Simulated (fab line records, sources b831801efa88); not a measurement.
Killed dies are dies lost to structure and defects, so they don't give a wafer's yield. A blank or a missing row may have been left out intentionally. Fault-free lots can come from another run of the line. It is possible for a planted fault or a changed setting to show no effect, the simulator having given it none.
Shared-tool check    flow sky130    10 lots and 30 wafers in the sample

WHY THIS WAS OPENED
Of 10 lots, 1 have the reading LDD_LDN_TW flagged at SKY_LDD_LDN_TW_MEAS_13. No-fault wafers: 1488, standard deviation 18.
Rule: a lot is flagged in two cases, either no wafer of it has a number, or all its wafers with numbers fall more than 4 standard deviations from that mean. The other lots count as sound.

lot   measured      on             LDD_LDN_TW, wafer by wafer  flag
L337  day 22 19:57  film_metro-03  1490 1479 1489              
L342  day 25 10:59  film_metro-01  1507 1517 1508              
L345  day 25 21:34  film_metro-02  1471 1472 1474              
L347  day 26 23:33  film_metro-02  1482 1482 1476              
L348  day 27 04:50  film_metro-02  1475 1471 1475              
L350  day 27 21:31  film_metro-03  1495 1493 1495              
L349  day 27 21:44  film_metro-03  30 30 30                    FLAGGED
L354  day 29 16:50  film_metro-02  1475 1463 1478              
L355  day 29 19:14  film_metro-01  1531 1531 1527              
L359  day 30 16:34  film_metro-03  1487 1491 1487              
On average the flagged lots' numbers are 30, which is -1458 against the usual, or -81 standard deviations.

WHICH TOOL EACH LOT WENT THROUGH
The record holds 2 process steps before the reading, out of a route of 708 steps. Each cell gives the tool, then ch followed by the chambers the sampled wafers passed through, then the start.
lot   flag     SKY_LDD_HVP_STRIP_09                  SKY_LDD_LDN_EXPOSE_04
L337           plasma_asher-04 ch 0,1, day 21 13:31  iline_stepper-02 ch 0, day 22 04:27
L342           plasma_asher-02 ch 0,1, day 24 05:45  iline_stepper-02 ch 0, day 24 20:35
L345           plasma_asher-04 ch 0,1, day 24 16:03  iline_stepper-01 ch 0, day 25 06:59
L347           plasma_asher-04 ch 0,1, day 25 18:12  iline_stepper-01 ch 0, day 26 08:56
L348           plasma_asher-03 ch 0,1, day 25 23:26  iline_stepper-02 ch 0, day 26 14:12
L350           plasma_asher-02 ch 0,1, day 26 15:59  iline_stepper-01 ch 0, day 27 06:21
L349  FLAGGED  plasma_asher-03 ch 0,1, day 26 16:15  iline_stepper-02 ch 0, day 27 06:35
L354           plasma_asher-04 ch 0,1, day 28 11:51  iline_stepper-02 ch 0, day 29 03:14
L355           plasma_asher-02 ch 0,1, day 28 14:57  iline_stepper-02 ch 0, day 29 05:23
L359           plasma_asher-03 ch 0,1, day 29 12:06  iline_stepper-02 ch 0, day 30 02:25
What the steps here do:
- SKY_LDD_HVP_STRIP_09: strips in O2/N2.
- SKY_LDD_LDN_EXPOSE_04: exposes mask LDNTM, target cd 700 nm.
- SKY_LDD_LDN_TW_MEAS_13

FLAGGED AGAINST TOTAL, ONE TOOL AT A TIME (gauges that did the reading follow at the end)
step                    tool              lots run  flagged  share of the flagged lots  sound lots run after its first flagged lot
SKY_LDD_HVP_STRIP_09    plasma_asher-02   3         0        none                       -
SKY_LDD_HVP_STRIP_09    plasma_asher-03   3         1        all                        1 (L359)
SKY_LDD_HVP_STRIP_09    plasma_asher-04   4         0        none                       -
SKY_LDD_LDN_EXPOSE_04   iline_stepper-01  3         0        none                       -
SKY_LDD_LDN_EXPOSE_04   iline_stepper-02  7         1        all                        3 (L354,L355,L359)
SKY_LDD_LDN_TW_MEAS_13  film_metro-01     2         0        none                       -
SKY_LDD_LDN_TW_MEAS_13  film_metro-02     4         0        none                       -
SKY_LDD_LDN_TW_MEAS_13  film_metro-03     4         1        all                        1 (L359)

WHAT IS ALLOWED BY THE TABLE
plasma_asher-03 at SKY_LDD_HVP_STRIP_09, iline_stepper-02 at SKY_LDD_LDN_EXPOSE_04 and film_metro-03 at SKY_LDD_LDN_TW_MEAS_13: these 3 rows of the table ran every flagged lot.
- plasma_asher-03 at SKY_LDD_HVP_STRIP_09 ran 3 lots, 1 of them flagged. Lots that were sound ran on it after the first flagged one (L359); a persistent fault on the entire tool would not allow that.
- iline_stepper-02 at SKY_LDD_LDN_EXPOSE_04 ran 7 lots, 1 of them flagged. Lots that were sound ran on it after the first flagged one (L354, L355, L359); a persistent fault on the entire tool would not allow that.
- film_metro-03 at SKY_LDD_LDN_TW_MEAS_13 ran 4 lots, 1 of them flagged. Lots that were sound ran on it after the first flagged one (L359); a persistent fault on the entire tool would not allow that.
Every row of the table either missed a flagged lot or ran a sound lot after the first.

WHAT THE SIMULATOR HAD INSERTED
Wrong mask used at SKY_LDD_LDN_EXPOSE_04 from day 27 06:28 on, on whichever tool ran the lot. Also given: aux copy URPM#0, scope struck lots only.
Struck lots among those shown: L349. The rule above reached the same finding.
